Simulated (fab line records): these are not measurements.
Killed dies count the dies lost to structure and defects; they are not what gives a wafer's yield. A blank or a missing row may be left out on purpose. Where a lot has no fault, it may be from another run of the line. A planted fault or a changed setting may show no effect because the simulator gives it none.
fab line records + flow sky130
record
- lots=14
- wafers=42
- last_day=50
route steps=708 shown SD_N@358 LI_CONTACT@363
lots untouched by any fault: they come from a run of this same line in which no faults occurred
start_h: the number of hours between the record's first day and the start of the first shown wafer of the lot + wait_h: how many hours have passed since the lot's step before this one + " the same as in the row above + L1.1+2: a single row standing in for several wafers + - either no value or no given start + * or withheld: withheld + < > ~ a bound
route shown NAME@n: names a module that has steps shown in the file, with the first one's number in the route + usual: the fault-free wafers' mean and standard deviation + same: alike in all rows + chamber/n: place in a boat + sites: per-site readings + _std_site: how widely they spread, as a standard deviation + _edge_site: inner sites' mean taken away from outer sites' mean + radius_mm: for every site, how far away it sits from the centre of the wafer + mask NAME#n: copy n + behind: tool/chamber where the wafer was last shaped + hold: cause of the lot's hold/its duration in hours/its outcome + device: transistor that didn't switch, given as n, p or np + end of line: the route-end tests of the same wafers + where a step has no rows: the recipe by itself + killed: count of dies lost to structure and defects at first sort (not the wafer's yield) + map: a wafer's dies, x killed, . not, _ none there
set.NAME: the setting as run; set.NAME@STEP: as run at that earlier step + model.NAME: the simulator's own value behind a step, which no gauge read
one table for each step of the route and one row for each wafer, over a sample of lots
services: a tool's chamber out of use, with start hour (start_h, from the record's first day; less than 0 if before it), hours out, and reason
## steps
# step SKY_SD_N_RS_MEAS_16
# recipe
- thk_meas_gauge=four-point-probe
# usual
- SD_N_RS=68.61/0.11
| lot.wafer | tool          | chamber | start_h | wait_h | SD_N_RS[ohm/sq] |
|-----------|---------------|---------|---------|--------|-----------------|
| L294.2    | film_metro-03 | -       | 636.97  | 0.1    | 68.68           |
| L294.4    | "             | -       | "       | "      | 68.73           |
| L294.5    | "             | -       | "       | "      | 68.93           |
| L293.2    | film_metro-03 | -       | 639.07  | 0.1    | 68.78           |
| L293.3    | "             | -       | "       | "      | 68.60           |
| L293.5    | "             | -       | "       | "      | 68.55           |
| L295.1    | film_metro-01 | -       | 656.65  | 0.1    | 68.46           |
| L295.4    | "             | -       | "       | "      | 68.58           |
| L295.5    | "             | -       | "       | "      | 68.47           |
| L298.3    | film_metro-03 | -       | 697.95  | 0.1    | 68.58           |
| L298.5    | "             | -       | "       | "      | 68.49           |
| L298.6    | "             | -       | "       | "      | 68.44           |
| L300.2    | film_metro-03 | -       | 705.27  | 0.1    | 68.58           |
| L300.4    | "             | -       | "       | "      | 68.64           |
| L300.6    | "             | -       | "       | "      | 68.58           |
| L301.1    | film_metro-03 | -       | 708.00  | 0.1    | 68.74           |
| L301.2    | "             | -       | "       | "      | 68.69           |
| L301.3    | "             | -       | "       | "      | 68.63           |
| L303.2    | film_metro-01 | -       | 733.87  | 0.1    | 68.45           |
| L303.4    | "             | -       | "       | "      | 68.69           |
| L303.5    | "             | -       | "       | "      | 68.45           |
| L307.1    | film_metro-01 | -       | 758.25  | 0.1    | 68.40           |
| L307.5    | "             | -       | "       | "      | 68.49           |
| L307.6    | "             | -       | "       | "      | 68.47           |
| L308.2    | film_metro-03 | -       | 759.57  | 0.1    | 68.55           |
| L308.4    | "             | -       | "       | "      | 68.79           |
| L308.5    | "             | -       | "       | "      | 68.68           |
| L309.1    | film_metro-03 | -       | 770.62  | 0.1    | 68.55           |
| L309.2    | "             | -       | "       | "      | 68.67           |
| L309.6    | "             | -       | "       | "      | 68.55           |
| L312.1    | film_metro-01 | -       | 812.16  | 0.1    | 68.50           |
| L312.4    | "             | -       | "       | "      | 68.66           |
| L312.5    | "             | -       | "       | "      | 68.52           |
| L315.1    | film_metro-03 | -       | 820.90  | 0.1    | 68.44           |
| L315.3    | "             | -       | "       | "      | 68.60           |
| L315.5    | "             | -       | "       | "      | 68.66           |
| L313.1    | film_metro-03 | -       | 824.40  | 0.1    | 68.56           |
| L313.4    | "             | -       | "       | "      | 68.48           |
| L313.5    | "             | -       | "       | "      | 68.52           |
| L316.2    | film_metro-01 | -       | 827.42  | 0.1    | 68.74           |
| L316.3    | "             | -       | "       | "      | 68.63           |
| L316.5    | "             | -       | "       | "      | 68.51           |
# step SKY_LI_CONTACT_THK_MEAS_01
# recipe
- reads=PSG_of_LI_CONTACT_HDPCVD_00
# usual
- LI_CONTACT_HDPCVD_THK=942/11
| lot.wafer | tool          | chamber | start_h | wait_h | LI_CONTACT_HDPCVD_THK[nm] |
|-----------|---------------|---------|---------|--------|---------------------------|
| L294.2    | film_metro-02 | -       | 637.45  | 0.1    | 911                       |
| L294.4    | "             | -       | "       | "      | 912                       |
| L294.5    | "             | -       | "       | "      | 931                       |
| L293.2    | film_metro-01 | -       | 639.54  | 0.1    | 936                       |
| L293.3    | "             | -       | "       | "      | 934                       |
| L293.5    | "             | -       | "       | "      | 938                       |
| L295.1    | film_metro-03 | -       | 657.13  | 0.1    | 932                       |
| L295.4    | "             | -       | "       | "      | 961                       |
| L295.5    | "             | -       | "       | "      | 941                       |
| L298.3    | film_metro-01 | -       | 698.41  | 0.1    | 934                       |
| L298.5    | "             | -       | "       | "      | 937                       |
| L298.6    | "             | -       | "       | "      | 947                       |
| L300.2    | film_metro-03 | -       | 705.74  | 0.1    | 951                       |
| L300.4    | "             | -       | "       | "      | 959                       |
| L300.6    | "             | -       | "       | "      | 941                       |
| L301.1    | film_metro-02 | -       | 708.48  | 0.1    | 959                       |
| L301.2    | "             | -       | "       | "      | 953                       |
| L301.3    | "             | -       | "       | "      | 945                       |
| L303.2    | film_metro-02 | -       | 734.39  | 0.1    | 944                       |
| L303.4    | "             | -       | "       | "      | 930                       |
| L303.5    | "             | -       | "       | "      | 942                       |
| L307.1    | film_metro-02 | -       | 758.73  | 0.1    | 941                       |
| L307.5    | "             | -       | "       | "      | 938                       |
| L307.6    | "             | -       | "       | "      | 950                       |
| L308.2    | film_metro-02 | -       | 760.11  | 0.1    | 935                       |
| L308.4    | "             | -       | "       | "      | 943                       |
| L308.5    | "             | -       | "       | "      | 945                       |
| L309.1    | film_metro-01 | -       | 771.10  | 0.1    | 956                       |
| L309.2    | "             | -       | "       | "      | 941                       |
| L309.6    | "             | -       | "       | "      | 949                       |
| L312.1    | film_metro-01 | -       | 812.64  | 0.1    | 923                       |
| L312.4    | "             | -       | "       | "      | 943                       |
| L312.5    | "             | -       | "       | "      | 942                       |
| L315.1    | film_metro-01 | -       | 821.38  | 0.1    | 951                       |
| L315.3    | "             | -       | "       | "      | 939                       |
| L315.5    | "             | -       | "       | "      | 931                       |
| L313.1    | film_metro-03 | -       | 824.88  | 0.1    | 936                       |
| L313.4    | "             | -       | "       | "      | 941                       |
| L313.5    | "             | -       | "       | "      | 949                       |
| L316.2    | film_metro-03 | -       | 827.89  | 0.1    | 933                       |
| L316.3    | "             | -       | "       | "      | 946                       |
| L316.5    | "             | -       | "       | "      | 945                       |
# step SKY_LI_CONTACT_ETCH_15
# recipe
- target=PSG
- chemistry=C4F8/O2/Ar
- stop_on=Si
- taper_deg=4.15
- mask_material=KrF-thick
- source_w=1500
- bias_w=1200
- pressure_mtorr=40
- c4f8_flow_sccm=withheld
- O2_flow_sccm=6
- Ar_flow_sccm=300
- time_s=withheld
- target_depth_a=6000
# usual
- oes_product_au=0.837/0.0048
| lot.wafer | tool        | chamber | start_h | wait_h | oes_product_au |
|-----------|-------------|---------|---------|--------|----------------|
| L294.2    | rie_diel-02 | 1       | 666.61  | 0.0    | 0.838          |
| L294.4    | "           | 3       | "       | "      | 0.841          |
| L294.5    | "           | 2       | "       | "      | 0.834          |
| L293.2    | rie_diel-02 | 1       | 669.21  | 0.0    | 0.835          |
| L293.3    | "           | 3       | "       | "      | 0.839          |
| L293.5    | "           | 0       | "       | "      | 0.838          |
| L295.1    | rie_diel-01 | 1       | 686.36  | 0.0    | 0.833          |
| L295.4    | "           | 0       | "       | "      | 0.829          |
| L295.5    | "           | 1       | "       | "      | 0.839          |
| L298.3    | rie_diel-02 | 1       | 726.15  | 0.0    | 0.834          |
| L298.5    | "           | 0       | "       | "      | 0.835          |
| L298.6    | "           | 3       | "       | "      | 0.837          |
| L300.2    | rie_diel-04 | 0       | 734.20  | 0.0    | 0.826          |
| L300.4    | "           | 1       | "       | "      | 0.839          |
| L300.6    | "           | 3       | "       | "      | 0.842          |
| L301.1    | rie_diel-04 | 3       | 736.90  | 0.0    | 0.830          |
| L301.2    | "           | 2       | "       | "      | 0.840          |
| L301.3    | "           | 0       | "       | "      | 0.832          |
| L303.2    | rie_diel-02 | 1       | 761.65  | 0.0    | 0.844          |
| L303.4    | "           | 2       | "       | "      | 0.847          |
| L303.5    | "           | 1       | "       | "      | 0.836          |
| L307.1    | rie_diel-02 | 3       | 785.91  | 0.0    | 0.834          |
| L307.5    | "           | 2       | "       | "      | 0.842          |
| L307.6    | "           | 1       | "       | "      | 0.836          |
| L308.2    | rie_diel-01 | 2       | 787.16  | 0.0    | 0.840          |
| L308.4    | "           | 3       | "       | "      | 0.841          |
| L308.5    | "           | 2       | "       | "      | 0.839          |
| L309.1    | rie_diel-01 | 0       | 798.56  | 0.0    | 0.837          |
| L309.2    | "           | 2       | "       | "      | 0.836          |
| L309.6    | "           | 1       | "       | "      | 0.831          |
| L312.1    | rie_diel-02 | 3       | 839.96  | 0.0    | 0.829          |
| L312.4    | "           | 2       | "       | "      | 0.831          |
| L312.5    | "           | 0       | "       | "      | 0.841          |
| L315.1    | rie_diel-04 | 3       | 848.45  | 0.0    | 0.836          |
| L315.3    | "           | 0       | "       | "      | 0.838          |
| L315.5    | "           | 3       | "       | "      | 0.833          |
| L313.1    | rie_diel-02 | 3       | 851.91  | 0.0    | 0.834          |
| L313.4    | "           | 2       | "       | "      | 0.844          |
| L313.5    | "           | 3       | "       | "      | 0.827          |
| L316.2    | rie_diel-02 | 2       | 855.16  | 0.0    | 0.830          |
| L316.3    | "           | 1       | "       | "      | 0.833          |
| L316.5    | "           | 0       | "       | "      | 0.839          |
# step SKY_LI_CONTACT_STRIP_16
# recipe
- chemistry=O2/N2
- power_w=1400
- pressure_mtorr=1500
- platen_temp_c=withheld
- o2_flow_sccm=3000
- n2_flow_sccm=300
- overash_fraction=0.5
# usual
- drypump_motor_current_A=5.7/0.6
- n2_flow_sccm=300.1/0.83
- oes_product_au=0.376/0.0047
- strip_time_to_endpoint_s=3.50/0.043
| lot.wafer | tool            | chamber | start_h | wait_h | drypump_motor_current_A | n2_flow_sccm | oes_product_au | rf_hours_counter_h | strip_time_to_endpoint_s |
|-----------|-----------------|---------|---------|--------|-------------------------|--------------|----------------|--------------------|--------------------------|
| L294.2    | plasma_asher-01 | 1       | 666.70  | -      | 5.0                     | 300.4        | 0.380          | 23                 | 3.53                     |
| L294.4    | "               | 0       | "       | "      | 5.7                     | 299.4        | 0.377          | -                  | 3.50                     |
| L294.5    | "               | 1       | "       | "      | 5.0                     | 301.1        | 0.384          | -                  | 3.54                     |
| L293.2    | plasma_asher-01 | 1       | 669.30  | -      | 5.0                     | 299.0        | 0.368          | 23                 | 3.49                     |
| L293.3    | "               | 0       | "       | "      | 5.7                     | 300.9        | 0.372          | -                  | 3.43                     |
| L293.5    | "               | 0       | "       | "      | 5.7                     | 301.5        | 0.381          | -                  | 3.50                     |
| L295.1    | plasma_asher-03 | 1       | 686.45  | -      | 5.1                     | 299.6        | 0.377          | 54                 | 3.59                     |
| L295.4    | "               | 1       | "       | "      | 5.1                     | 300.6        | 0.363          | -                  | 3.48                     |
| L295.5    | "               | 0       | "       | "      | 6.1                     | 299.3        | 0.369          | -                  | 3.59                     |
| L298.3    | plasma_asher-01 | 0       | 726.27  | -      | 5.7                     | 298.9        | 0.377          | -                  | 3.44                     |
| L298.5    | "               | 1       | "       | "      | 4.9                     | 302.5        | 0.381          | -                  | 3.45                     |
| L298.6    | "               | 0       | "       | "      | 5.7                     | 299.7        | 0.370          | -                  | 3.47                     |
| L300.2    | plasma_asher-04 | 1       | 734.29  | -      | 5.4                     | 300.5        | 0.390          | 90                 | 3.91                     |
| L300.4    | "               | 0       | "       | "      | 6.6                     | 299.4        | 0.377          | -                  | 3.52                     |
| L300.6    | "               | 0       | "       | "      | 6.6                     | 300.4        | 0.372          | -                  | 3.42                     |
| L301.1    | plasma_asher-01 | 1       | 736.99  | -      | 5.0                     | 301.2        | 0.373          | 30                 | 3.46                     |
| L301.2    | "               | 0       | "       | "      | 5.7                     | 300.3        | 0.374          | 30                 | 3.46                     |
| L301.3    | "               | 0       | "       | "      | 5.7                     | 298.6        | 0.402          | -                  | 3.93                     |
| L303.2    | plasma_asher-03 | 1       | 761.74  | -      | 5.1                     | 300.1        | 0.379          | 61                 | 3.48                     |
| L303.4    | "               | 1       | "       | "      | 5.1                     | 299.5        | 0.366          | -                  | 3.54                     |
| L303.5    | "               | 1       | "       | "      | 5.1                     | 301.8        | 0.373          | -                  | 3.48                     |
| L307.1    | plasma_asher-04 | 0       | 786.00  | -      | 6.6                     | 299.8        | 0.375          | 96                 | 3.52                     |
| L307.5    | "               | 0       | "       | "      | 6.7                     | 299.5        | 0.369          | -                  | 3.53                     |
| L307.6    | "               | 1       | "       | "      | 5.4                     | 300.7        | 0.371          | -                  | 3.48                     |
| L308.2    | plasma_asher-03 | 1       | 787.24  | -      | 5.1                     | 299.8        | 0.375          | 64                 | 3.46                     |
| L308.4    | "               | 0       | "       | "      | 6.1                     | 300.1        | 0.377          | -                  | 3.54                     |
| L308.5    | "               | 1       | "       | "      | 5.1                     | 299.4        | 0.374          | -                  | 3.49                     |
| L309.1    | plasma_asher-04 | 1       | 798.64  | -      | 5.4                     | 298.3        | 0.375          | 97                 | 3.47                     |
| L309.2    | "               | 0       | "       | "      | 6.6                     | 301.0        | 0.373          | 97                 | 3.48                     |
| L309.6    | "               | 0       | "       | "      | 6.6                     | 299.8        | 0.381          | -                  | 3.56                     |
| L312.1    | plasma_asher-03 | 0       | 840.04  | -      | 6.1                     | 299.9        | 0.378          | 69                 | 3.50                     |
| L312.4    | "               | 0       | "       | "      | 6.1                     | 301.9        | 0.379          | -                  | 3.53                     |
| L312.5    | "               | 1       | "       | "      | 5.1                     | 299.2        | 0.377          | -                  | 3.49                     |
| L315.1    | plasma_asher-04 | 0       | 848.54  | -      | 6.6                     | 299.9        | 0.373          | 102                | 3.47                     |
| L315.3    | "               | 0       | "       | "      | 6.6                     | 300.0        | 0.382          | -                  | 3.48                     |
| L315.5    | "               | 1       | "       | "      | 5.4                     | 301.0        | 0.376          | -                  | 3.48                     |
| L313.1    | plasma_asher-01 | 0       | 851.99  | -      | 5.7                     | 299.3        | 0.373          | 41                 | 3.46                     |
| L313.4    | "               | 0       | "       | "      | 5.7                     | 300.0        | 0.373          | -                  | 3.51                     |
| L313.5    | "               | 1       | "       | "      | 4.9                     | 299.6        | 0.366          | -                  | 3.46                     |
| L316.2    | plasma_asher-03 | 1       | 855.25  | -      | 5.1                     | 299.5        | 0.386          | 70                 | 3.52                     |
| L316.3    | "               | 0       | "       | "      | 6.1                     | 300.7        | 0.379          | -                  | 3.41                     |
| L316.5    | "               | 1       | "       | "      | 5.1                     | 300.2        | 0.377          | -                  | 3.45                     |
# step SKY_LI_CONTACT_SPUTTER_19
# recipe
- material=Ti
- target_thk_nm=20
- chamber_pressure_pa=5
- power_w=2500
- substrate_temp_c=200
- time_s=106.37
# usual
- throttle_valve_pct=29.6/1.1
| lot.wafer | tool           | chamber | start_h | wait_h | throttle_valve_pct |
|-----------|----------------|---------|---------|--------|--------------------|
| L294.2    | pvd_sputter-03 | -       | 666.99  | 0.0    | 29.4               |
| L294.4    | "              | -       | "       | "      | 29.7               |
| L294.5    | "              | -       | "       | "      | 29.7               |
| L293.2    | pvd_sputter-01 | -       | 669.59  | 0.0    | 30.9               |
| L293.3    | "              | -       | "       | "      | 29.5               |
| L293.5    | "              | -       | "       | "      | 29.6               |
| L295.1    | pvd_sputter-03 | -       | 686.74  | 0.0    | 30.3               |
| L295.4    | "              | -       | "       | "      | 29.4               |
| L295.5    | "              | -       | "       | "      | 29.4               |
| L298.3    | pvd_sputter-04 | -       | 726.54  | 0.0    | 27.6               |
| L298.5    | "              | -       | "       | "      | 29.9               |
| L298.6    | "              | -       | "       | "      | 27.6               |
| L300.2    | pvd_sputter-01 | -       | 734.60  | 0.0    | 29.6               |
| L300.4    | "              | -       | "       | "      | 31.2               |
| L300.6    | "              | -       | "       | "      | 29.2               |
| L301.1    | pvd_sputter-04 | -       | 737.30  | 0.0    | 29.3               |
| L301.2    | "              | -       | "       | "      | 30.3               |
| L301.3    | "              | -       | "       | "      | 29.9               |
| L303.2    | pvd_sputter-04 | -       | 762.03  | 0.0    | 29.9               |
| L303.4    | "              | -       | "       | "      | 27.5               |
| L303.5    | "              | -       | "       | "      | 29.6               |
| L307.1    | pvd_sputter-01 | -       | 786.29  | 0.0    | 30.5               |
| L307.5    | "              | -       | "       | "      | 29.2               |
| L307.6    | "              | -       | "       | "      | 31.0               |
| L308.2    | pvd_sputter-01 | -       | 787.54  | 0.0    | 31.0               |
| L308.4    | "              | -       | "       | "      | 31.1               |
| L308.5    | "              | -       | "       | "      | 30.9               |
| L309.1    | pvd_sputter-01 | -       | 798.95  | 0.0    | 31.2               |
| L309.2    | "              | -       | "       | "      | 31.0               |
| L309.6    | "              | -       | "       | "      | 29.0               |
| L312.1    | pvd_sputter-03 | -       | 840.51  | 0.0    | 30.1               |
| L312.4    | "              | -       | "       | "      | 27.6               |
| L312.5    | "              | -       | "       | "      | 27.6               |
| L315.1    | pvd_sputter-01 | -       | 848.83  | 0.0    | 30.9               |
| L315.3    | "              | -       | "       | "      | 29.2               |
| L315.5    | "              | -       | "       | "      | 30.8               |
| L313.1    | pvd_sputter-01 | -       | 852.29  | 0.0    | 30.8               |
| L313.4    | "              | -       | "       | "      | 29.2               |
| L313.5    | "              | -       | "       | "      | 29.4               |
| L316.2    | pvd_sputter-03 | -       | 855.54  | 0.0    | 30.2               |
| L316.3    | "              | -       | "       | "      | 27.8               |
| L316.5    | "              | -       | "       | "      | 27.6               |
## services
| tool            | chamber | start_h | hours | kind           |
|-----------------|---------|---------|-------|----------------|
| pvd_sputter-03  | -       | 644.03  | 2.0   | repair         |
| pvd_sputter-01  | -       | 657.13  | 1.9   | repair         |
| rie_diel-01     | 1       | 681.66  | 2.6   | repair         |
| rie_diel-02     | 1       | 685.59  | -     | clean          |
| rie_diel-02     | 1       | 685.59  | 19.6  | scheduled_down |
| pvd_sputter-03  | -       | 703.65  | 0.5   | repair         |
| pvd_sputter-03  | -       | 712.58  | 5.7   | repair         |
| pvd_sputter-01  | -       | 725.88  | 4.9   | repair         |
| rie_diel-02     | 0       | 727.56  | 19.6  | repair         |
| pvd_sputter-01  | -       | 734.98  | 5.4   | repair         |
| plasma_asher-01 | -       | 760.57  | 2.8   | pm             |
| plasma_asher-03 | -       | 766.22  | 1.0   | repair         |
| plasma_asher-01 | -       | 788.99  | 1.2   | repair         |
| rie_diel-01     | 0       | 795.23  | 2.7   | repair         |
| rie_diel-02     | 1       | 797.83  | 3.8   | repair         |
| pvd_sputter-04  | -       | 803.63  | 4.1   | repair         |
| plasma_asher-03 | -       | 816.28  | 0.7   | repair         |
| plasma_asher-01 | -       | 819.43  | 2.3   | repair         |
| pvd_sputter-03  | -       | 821.30  | 1.0   | repair         |
| rie_diel-01     | -       | 825.19  | 2.8   | pm             |
| rie_diel-02     | -       | 826.96  | 4.3   | pm             |
| pvd_sputter-03  | -       | 844.45  | 10.9  | repair         |
| rie_diel-04     | 2       | 847.22  | 3.9   | repair         |
| pvd_sputter-04  | -       | 848.05  | 0.5   | repair         |
## key
first_sign
- step=SKY_LI_CONTACT_STRIP_16
- reading=strip_time_to_endpoint_s
- direction=up
- sigmas=9.9
- usual=*
- struck=*
effect
- step=SKY_LI_CONTACT_STRIP_16
- reading=oes_product_au
- direction=up
- sigmas=4.4
- usual=0.376
- struck=0.396
met_at SKY_LI_CONTACT_ETCH_15
struck_lots L300,L301
struck_wafers L300.2,L301.3
sort_left_out L300.2,L301.3
tester_left_out L300,L301
not_acting_at SKY_SD_N_RS_MEAS_16,SKY_LI_CONTACT_THK_MEAS_01,SKY_LI_CONTACT_SPUTTER_19
fault
- kind=process_parameter_drift
- tool=rie_diel-04
- chamber=0
- onset_h=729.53
- steps=SKY_LI_CONTACT_ETCH_15
- channel=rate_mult
- offset=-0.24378
- shape=step
- end_h=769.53
# tester_left_out: of these lots the tester's yield and bins aren't shown, on N5 and GAA mostly nor the transistor test; their killed dies are dies lost to structure and defects alone, not to doping, threshold or leakage, so they don't give the yield
# sort_left_out: the simulated sort isn't trusted on such a fault, so these wafers' sort isn't shown, and their yield isn't known
